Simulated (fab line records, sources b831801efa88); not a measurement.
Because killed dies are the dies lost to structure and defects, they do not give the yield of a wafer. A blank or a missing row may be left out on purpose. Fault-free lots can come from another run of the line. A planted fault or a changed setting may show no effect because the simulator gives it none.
A lot that was struck, set against a sound lot | flow sky130 | 32 steps out of a route of 708
Sound: wafers L893.3, L893.4, L893.5. Struck: wafers L908.1, L908.4, L908.6. The cause is given at the end.
Order at every step that has rows: each side's tool, ch and its chambers, its first start. Under that, the readings that differ: sound wafers | struck wafers | difference of the means | sigmas: that difference in standard deviations of wafers without a fault.
alike: a reading whose means differ by less than 2 such deviations, as well as words and numbers matching on both sides. not compared: withheld readings; readings where some wafer has no value; bounds like >300 that might hide an equal value; numbers whose values overlap and for which the record gives no deviation.
Wherever a step has rows on one side only, a row that says differs or no value, or a row with sigmas, the two part there. Numbers that don't overlap but have no deviation are shown without sigmas and don't part them. A reading that every wafer of one side lacks parts them only if that side has two wafers or more.

SKY_FIELD_ISO_BOW_MEAS_00:
  struck on film metro-04, day 4 18:00; sound on film metro-04, day 1 15:02
  alike: INCOMING_BOW
SKY_FIELD_ISO_OXIDATION_01: stabilise 600 s, purge 300 s, target thk 12 nm.
  sound on furnace-01 ch 0, day 1 16:01; struck on furnace-02 ch 0, day 4 19:44
  alike: spike tc upper C
SKY_FIELD_ISO_THK_MEAS_02:
  struck on film metro-04, day 4 21:14; sound on film metro-03, day 1 17:34
  alike: FIELD_ISO_OXIDATION_00_THK
then, 1 step without rows for these wafers: SKY_FIELD_ISO_CVD_03 (deposits Si3N4 from DCS/NH3, target thk 165 nm, time 2830 s).
SKY_FIELD_ISO_THK_MEAS_04:
  struck on film metro-02, day 5 00:37; sound on film metro-04, day 1 19:24
  alike: FIELD_ISO_CVD_03_THK
then, 8 steps without rows for these wafers: SKY_FIELD_ISO_DEHYDRATE_05 (time 60 s); SKY_FIELD_ISO_HMDS_06 (prime time 60 s); SKY_FIELD_ISO_COAT_07 (resist thk 60 nm); SKY_FIELD_ISO_COAT_08 (resist thk 450 nm); SKY_FIELD_ISO_SOFTBAKE_09 (time 90 s); SKY_FIELD_ISO_EXPOSE_10 (exposes mask FOM, target cd 150 nm); SKY_FIELD_ISO_PEB_11; SKY_FIELD_ISO_DEVELOP_12 (develop time 60 s).
SKY_FIELD_ISO_CD_MEAS_13 targets a cd of 150 nm.
  struck on cd sem-01, day 5 18:46; sound on cd sem-02, day 2 08:51
  alike: cd nm
SKY_FIELD_ISO_ETCH_14: etches BARC in N2/H2, stops on SiO2, time 45.9 s, target depth 60 nm.
  sound on rie diel-04 ch 0,2, day 2 08:56; struck on rie diel-03 ch 0,1,2, day 5 18:53
  alike: chamber pressure mTorr, drypump motor current A, oes product au, throttle valve pct
  not compared: rf hours counter h
SKY_FIELD_ISO_ETCH_15: etches the open film in CHF3/O2, stops on Si, target depth 180 nm, time 72 s.
  sound on rie diel-04 ch 0,2, day 2 08:59; struck on rie diel-03 ch 0,1,2, day 5 18:56
  alike: chamber pressure mTorr, drypump motor current A, oes product au, throttle valve pct
  not compared: rf hours counter h
SKY_FIELD_ISO_STRIP_16: strips in O2/N2.
  sound on plasma asher-04 ch 0,1, day 2 09:04; struck on plasma asher-01 ch 0,1, day 5 18:59
  reading                        | sound                | struck               | difference | sigmas
  chamber pressure mTorr (mTorr) | 1499.1 1503.4 1504.2 | 1498.9 1498.8 1500.2 | -2.9       | -2
  alike: drypump motor current A, o2 flow sccm, oes product au, strip time to endpoint s
  not compared: rf hours counter h
SKY_FIELD_ISO_ETCH_17: etches Si in HBr/Cl2/O2, target depth 342 nm, time 97.7 s.
  sound on rie si-01 ch 0,2,3, day 2 09:08; struck on rie si-02 ch 0,1, day 5 19:05
  alike: HBr_flow_sccm, chamber pressure mTorr, drypump motor current A, oes product au, throttle valve pct
  not compared: rf hours counter h
then, 5 steps without rows for these wafers: SKY_FIELD_ISO_WET_ETCH_18 (etches Si3N4 in H3PO4, target depth 25 nm, time 286 s); SKY_FIELD_ISO_CLEAN_19 (cleans in SC1/SC2, time 150 s); SKY_FIELD_ISO_CLEAN_20 (cleans in dHF, time 20 s); SKY_FIELD_ISO_WET_ETCH_21 (etches SiO2 in dHF, target depth 20 nm, time 400 s); SKY_FIELD_ISO_OXIDATION_22 (stabilise 600 s, purge 300 s, target thk 10 nm).
SKY_FIELD_ISO_THK_MEAS_23:
  struck on film metro-02, day 5 20:37; sound on film metro-02, day 2 11:14
  alike: FIELD_ISO_OXIDATION_01_THK
then, 1 step without rows for these wafers: SKY_FIELD_ISO_CVD_24 (deposits SiO2, target thk 595 nm, time 99.2 s).
SKY_FIELD_ISO_THK_MEAS_25:
  struck on film metro-03, day 5 20:45; sound on film metro-04, day 2 11:22
  alike: FIELD_ISO_CVD_24_THK
then, 1 step without rows for these wafers: SKY_FIELD_ISO_ANNEAL_26 (time 1800 s).
SKY_FIELD_ISO_CMP_27: polishes, stops on Si3N4, t overpolish 16 s, target thk 457.8 nm.
  sound on cmp-02 ch 1,2, day 2 14:08; struck on cmp-02 ch 0,2,3, day 5 22:19
  reading                | sound       | struck      | difference | sigmas
  time to endpoint s (s) | 118 107 120 | 104 106 107 | -9         | -3
  alike: motor current A, overpolish run s
then, 3 steps without rows for these wafers: SKY_FIELD_ISO_WET_ETCH_28 (etches SiO2 in dHF, target depth 23.7 nm, time 47 s); SKY_FIELD_ISO_WET_ETCH_29 (etches Si3N4 in H3PO4, target depth 160 nm, time 1825 s); SKY_FIELD_ISO_WET_ETCH_30 (etches SiO2 in dHF, target depth 25 nm, time 50 s).
-- a jump in the record: the struck wafers' starts before and after are 43 days apart (it breaks off in module FIELD_ISO and resumes in module PAD_OPEN, where the first step shown is number 708 of the route) --
SKY_PAD_OPEN_PROBE_99:
  struck on prober-01, day 49 09:53; sound on prober-01, day 45 16:10
  reading                                         | sound                | struck               | difference | sigmas
  model.etest.diode dnwell sub.leak log10 a cm2   | -7.396 -7.354 -7.477 | -6.926 -7.102 -7.191 | +0.336     |
  model.etest.diode pwell dnwell.leak log10 a cm2 | -7.351 -7.395 -7.558 | -7.108 -7.316 -7.291 | +0.196     |
  alike: killed_at_M0_to_M3, killed_at_M4_up, killed at contacts, killed at front end, killed at other, killed dies, killed open, killed short
  not compared: model.etest.diode nwell sub.leak log10 a cm2

WHERE THEY PART
At SKY_FIELD_ISO_STRIP_16 first; at SKY_FIELD_ISO_CMP_27 last (within this record only). Later steps at which nothing parts them and some readings are alike: SKY_PAD_OPEN_PROBE_99.

WHY: whatever the simulator had introduced
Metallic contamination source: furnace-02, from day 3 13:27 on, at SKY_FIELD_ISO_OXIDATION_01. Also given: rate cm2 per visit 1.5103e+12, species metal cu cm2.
